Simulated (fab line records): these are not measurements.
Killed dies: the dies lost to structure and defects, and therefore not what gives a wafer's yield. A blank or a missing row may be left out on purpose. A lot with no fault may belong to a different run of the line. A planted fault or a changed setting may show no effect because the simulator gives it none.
Comparing a struck lot with a sound one -- flow sky130 -- 13 out of 708 route steps
Sound: the wafers L185.1, L185.2, L185.5. Wafers struck: L192.1, L192.2, L192.5. The cause is given at the end.
At each step with rows: each side's tool, then ch and its chambers, then its first start. Under that, the readings that differ: sound wafers -- struck wafers -- difference of the means -- sigmas: that difference in standard deviations of wafers without a fault.
alike: readings with means less than 2 such deviations apart, plus words and numbers identical on both sides. not compared: withheld readings, readings lacking a value on some wafer, bounds such as >300 that could conceal the same value, and numbers that have no deviation in the record and whose values overlap.
A row with sigmas, a row that says differs or no value, or rows on one side alone: a step with any of these is where the two part. When numbers do not overlap yet have no deviation, they are printed without sigmas and do not part them. Lack of a reading on every wafer of one side parts them only where that side has two or more wafers.

SKY_VIA1_CD_MEAS_12 targets a cd of 150 nm.
  sound on cd-sem-02 at day 35 22:55; struck on cd-sem-02 at day 40 01:14
  alike: cd-nm
SKY_VIA1_OVL_MEAS_13:
  sound on overlay-02 at day 35 23:02; struck on overlay-02 at day 40 01:22
  alike: VIA1_OVL
SKY_VIA1_ETCH_14: etches BARC in N2/H2, stops on SiO2, time 45.9 s, target depth 60 nm.
  sound on rie-diel-03 ch 2,3, day 35 23:05; struck on rie-diel-02 ch 0,1,3, day 40 01:24
  alike: drypump-motor-current-A, oes-product-au, throttle-valve-pct
  not compared: rf-hours-counter-h
SKY_VIA1_ETCH_15: etches SiO2 in C4F8/O2/Ar, stops on TiN, target depth 351 nm, time 54 s.
  sound on rie-diel-03 ch 2,3, day 35 23:07; struck on rie-diel-02 ch 0,1,3, day 40 01:26
  alike: oes-product-au
  not compared: rf-hours-counter-h
SKY_VIA1_STRIP_16: strips in O2/N2.
  sound on plasma-asher-04 ch 0,1, day 35 23:10; struck on plasma-asher-02 ch 0,1, day 40 01:29
  alike: drypump-motor-current-A, oes-product-au, strip-time-to-endpoint-s
  not compared: rf-hours-counter-h
then, 3 steps without rows for these wafers: SKY_VIA1_STRIP_17 (strips in post etch residue remover, time 1200 s); SKY_VIA1_CLEAN_18 (cleans in IPA, time 180 s); SKY_VIA1_CLEAN_19 (cleans in O3/DIW).
SKY_VIA1_SPUTTER_20: material TiN, target thk 20 nm, time 80 s.
  sound on pvd-sputter-04 at day 35 23:46; struck on pvd-sputter-02 at day 40 02:05
  alike: throttle-valve-pct
SKY_VIA1_CVD_21: deposits W, target thk 270 nm, time 80.902 s.
  sound on cvd-w-02 ch 0,1, day 35 23:49; struck on cvd-w-02 ch 0,1, day 40 02:08
  alike: heater-power-outer-w, heater-power-w
SKY_VIA1_RS_MEAS_22: uses a four-point probe to measure.
  sound on film-metro-03 at day 35 23:55; struck on film-metro-01 at day 40 02:14
  alike: VIA1_W_RS
SKY_VIA1_THK_MEAS_23: measures by xrf.
  sound on film-metro-03 at day 36 00:02; struck on film-metro-01 at day 40 02:21
  alike: VIA1_W_THK
SKY_VIA1_CMP_24: polishes, stops on SiO2, t overpolish 15 s, target thk 0 nm.
  sound on cmp-02 ch 0,2, day 36 00:16; struck on cmp-02 ch 0,1, day 40 02:30
  no value came back on the struck wafers for any of 5 readings (edge-zone-pressure-frac, head-pressure-psi (psi) and others); on the sound wafers edge-zone-pressure-frac reads 0.996 0.989 0.999
reading,sound,struck,difference,sigmas
model.W_of_VIA1_CVD_21.thk-nm (nm),0 0 0,271.3 268.8 272.2,+270.8,
model.SiO2_of_VIA1_HDPCVD_00.thk-nm (nm),341.7 341.5 340.2,345.9 346.9 344.5,+4.6,

WHERE THEY PART
Only at SKY_VIA1_CMP_24, as far as this record shows.

WHY: what had been put in by the simulator
Step skipped in full: cmp-02, at SKY_VIA1_CMP_24, from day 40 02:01 onward. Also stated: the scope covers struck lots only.
